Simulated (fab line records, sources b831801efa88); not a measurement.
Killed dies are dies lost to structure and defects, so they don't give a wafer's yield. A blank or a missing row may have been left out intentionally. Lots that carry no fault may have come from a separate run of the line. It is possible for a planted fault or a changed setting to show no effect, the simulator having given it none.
fab line records ; flow gf180mcu
[record] lots = 7; wafers = 21; last-day = 34
route steps=602 shown STI@1
lots that met no fault: from a run of the same line without faults
start-h: hours from the record's first day to the start of the lot's first wafer shown ; wait-h: hours since the lot's step before ; " identical to the entry in the row above ; L1.1+2: one row covering several wafers at once ; - no value, or no start given ; * or withheld: withheld ; < > ~ a bound
route shown NAME@n: a module of which the file shows steps, and the number in the route of the first ; usual: average and standard deviation across the fault-free wafers ; same: alike in all rows ; chamber/n: place in a boat ; sites: readings site by site ; _std_site: how widely they spread, as a standard deviation ; _edge_site: the outer-site mean with the inner-site mean subtracted ; radius-mm: how far each site lies from the wafer's centre ; mask NAME#n: copy n ; behind: tool/chamber where the wafer was last shaped ; hold: cause of the lot's hold/its duration in hours/its outcome ; device: transistor that didn't switch, given as n, p or np ; end of line: the route-end tests of the same wafers ; a step with no rows: only its recipe ; killed: not the wafer's yield, but the dies lost to structure and defects at the first sort ; map: per-die view of a wafer (x killed, . not killed, _ where there is no die)
set.NAME: the run value of the setting; set.NAME@STEP: its run value at that earlier step ; model.NAME: the simulator's own value behind a step, which no gauge read
lots at some steps of the route; a table a step, a row a wafer
[[steps]]
[step GF_STI_BOW_MEAS_00]
[recipe] mode = bow
[usual] INCOMING_BOW = 1/6
lot.wafer;tool;chamber;start-h;wait-h;INCOMING_BOW[um]
L115.3;film-metro-01;-;10.04;-;13
L115.5;film-metro-01;-;10.04;-;8
L115.6;film-metro-01;-;10.04;-;1
L127.1;film-metro-02;-;70.00;-;6
L127.2;film-metro-02;-;70.00;-;-2
L127.3;film-metro-02;-;70.00;-;1
L132.2;film-metro-02;-;95.02;-;2
L132.5;film-metro-02;-;95.02;-;10
L132.6;film-metro-02;-;95.02;-;5
L133.1;film-metro-02;-;100.00;-;2
L133.3;film-metro-02;-;100.00;-;2
L133.5;film-metro-02;-;100.00;-;-1
L134.1;film-metro-01;-;105.00;-;-5
L134.3;film-metro-01;-;105.00;-;13
L134.4;film-metro-01;-;105.00;-;11
L135.2;film-metro-01;-;110.02;-;-1
L135.3;film-metro-01;-;110.02;-;2
L135.6;film-metro-01;-;110.02;-;-4
L138.1;film-metro-03;-;125.00;-;7
L138.3;film-metro-03;-;125.00;-;1
L138.6;film-metro-03;-;125.00;-;0
[step GF_STI_OXIDATION_01]
[recipe] temp-c = 900; ambient = O2; stabilise-s = 600; purge-s = 300; target-thk-a = 100; ox-time-s = 1418
[step GF_STI_THK_MEAS_02]
[recipe] reads = SiO2_of_STI_OXIDATION_01
[usual] STI_OXIDATION_THK = 10.03/0.18
lot.wafer;tool;chamber;start-h;wait-h;STI_OXIDATION_THK[nm]
L115.3;film-metro-02;-;11.53;0.0;9.66
L115.5;film-metro-02;-;11.53;0.0;9.65
L115.6;film-metro-02;-;11.53;0.0;9.83
L127.1;film-metro-03;-;71.91;0.0;10.10
L127.2;film-metro-03;-;71.91;0.0;9.93
L127.3;film-metro-03;-;71.91;0.0;9.84
L132.2;film-metro-03;-;96.52;0.0;9.99
L132.5;film-metro-03;-;96.52;0.0;10.25
L132.6;film-metro-03;-;96.52;0.0;10.18
L133.1;film-metro-03;-;101.51;0.0;10.06
L133.3;film-metro-03;-;101.51;0.0;10.03
L133.5;film-metro-03;-;101.51;0.0;9.94
L134.1;film-metro-02;-;107.57;0.0;9.92
L134.3;film-metro-02;-;107.57;0.0;9.76
L134.4;film-metro-02;-;107.57;0.0;10.04
L135.2;film-metro-03;-;111.52;0.0;10.18
L135.3;film-metro-03;-;111.52;0.0;10.06
L135.6;film-metro-03;-;111.52;0.0;10.00
L138.1;film-metro-01;-;127.89;0.0;9.94
L138.3;film-metro-01;-;127.89;0.0;9.84
L138.6;film-metro-01;-;127.89;0.0;10.03
[step GF_STI_CVD_03]
[recipe] material = Si3N4; precursor = DCS/NH3; target-thk-nm = 207.16; temp-c = 770; time-s = 3551; pressure-mtorr = 250
[step GF_STI_THK_MEAS_04]
[recipe] reads = Si3N4_of_STI_CVD_03
[usual] STI_CVD_03_THK = 207.2/2.1
lot.wafer;tool;chamber;start-h;wait-h;STI_CVD_03_THK[nm]
L115.3;film-metro-02;-;13.58;0.0;208.5
L115.5;film-metro-02;-;13.58;0.0;206.4
L115.6;film-metro-02;-;13.58;0.0;208.6
L127.1;film-metro-03;-;73.96;0.0;205.3
L127.2;film-metro-03;-;73.96;0.0;207.3
L127.3;film-metro-03;-;73.96;0.0;204.6
L132.2;film-metro-01;-;98.57;0.0;207.6
L132.5;film-metro-01;-;98.57;0.0;208.2
L132.6;film-metro-01;-;98.57;0.0;205.5
L133.1;film-metro-02;-;103.56;0.0;206.7
L133.3;film-metro-02;-;103.56;0.0;204.8
L133.5;film-metro-02;-;103.56;0.0;207.5
L134.1;film-metro-03;-;109.62;0.0;204.1
L134.3;film-metro-03;-;109.62;0.0;205.3
L134.4;film-metro-03;-;109.62;0.0;205.0
L135.2;film-metro-02;-;113.57;0.0;207.9
L135.3;film-metro-02;-;113.57;0.0;208.4
L135.6;film-metro-02;-;113.57;0.0;209.6
L138.1;film-metro-02;-;129.93;0.0;208.5
L138.3;film-metro-02;-;129.93;0.0;208.7
L138.6;film-metro-02;-;129.93;0.0;207.2
[step GF_STI_DEHYDRATE_05]
[recipe] temp-c = 200; time-s = 60
[step GF_STI_HMDS_06]
[recipe] prime-time-s = 60; prime-temp-c = 120
[step GF_STI_COAT_07]
[recipe] resist = KrF; spin-rpm = withheld; resist-thk-nm = 700
[step GF_STI_SOFTBAKE_08]
[recipe] temp-c = 130; time-s = 60; resist = KrF
[step GF_STI_EXPOSE_09]
[recipe] mask-id = COMP; target-cd-nm = 220; na = 0.68; source-shape = conventional; sigma-outer = 0.6; dose-mj = 28
[step GF_STI_PEB_10]
[recipe] peb-temp-c = 135; peb-time-s = 90; resist = KrF
[usual] chill-plate-temp-C = 23.00/0.13; exhaust-pa = 44.9/0.92
lot.wafer;tool;chamber;start-h;wait-h;chill-plate-temp-C;exhaust-pa
L115.3;litho-track-01;0;24.87;-;23.13;45.0
L115.5;litho-track-01;0;24.87;-;23.14;46.5
L115.6;litho-track-01;0;24.87;-;22.96;46.9
L127.1;litho-track-03;0;86.53;-;22.83;46.5
L127.2;litho-track-03;0;86.53;-;22.83;45.1
L127.3;litho-track-03;0;86.53;-;23.04;44.6
L132.2;litho-track-03;-;112.22;-;-;-
L132.5;litho-track-03;-;112.22;-;-;-
L132.6;litho-track-03;-;112.22;-;-;-
L133.1;litho-track-02;-;116.91;-;-;-
L133.3;litho-track-02;-;116.91;-;-;-
L133.5;litho-track-02;-;116.91;-;-;-
L134.1;litho-track-02;-;123.21;-;-;-
L134.3;litho-track-02;-;123.21;-;-;-
L134.4;litho-track-02;-;123.21;-;-;-
L135.2;litho-track-03;0;128.17;-;23.24;44.5
L135.3;litho-track-03;0;128.17;-;23.02;45.6
L135.6;litho-track-03;0;128.17;-;23.20;46.0
L138.1;litho-track-01;0;144.61;-;22.95;42.3
L138.3;litho-track-01;0;144.61;-;23.01;44.4
L138.6;litho-track-01;0;144.61;-;22.98;43.6
[step GF_STI_DEVELOP_11]
[recipe] develop-time-s = 60; dev-temp-c = 21
[[key]]
[first-sign] step = GF_STI_PEB_10; reading = tool-record; direction = missing
effect none on later readings
met-at GF_STI_PEB_10
struck-wafers L132.2,L132.5,L132.6,L133.1,L133.3,L133.5,L134.1,L134.3,L134.4
later-rows-left-out L132.2,L132.5,L132.6,L133.1,L133.3,L133.5,L134.1,L134.3,L134.4
sort-left-out L132.2,L132.5,L132.6,L133.1,L133.3,L133.5,L134.1,L134.3,L134.4
tester-left-out L132,L133,L134
onset-between 86.53 112.22
[fault] kind = skipped-step-whole; tool = litho-track-02,litho-track-03; chamber = -; onset-h = 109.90; steps = GF_STI_PEB_10; scope = struck-lots-only
// tester-left-out: of these lots the tester's yield and bins aren't shown, on N5 and GAA mostly nor the transistor test; their killed dies are dies lost to structure and defects alone, not to doping, threshold or leakage, so they don't give the yield
// sort-left-out: the simulated sort isn't trusted on such a fault, so these wafers' sort isn't shown, and their yield isn't known
// later-rows-left-out: the simulator's readings of these wafers behind a module that went badly wrong aren't trusted and aren't shown, but for the sort
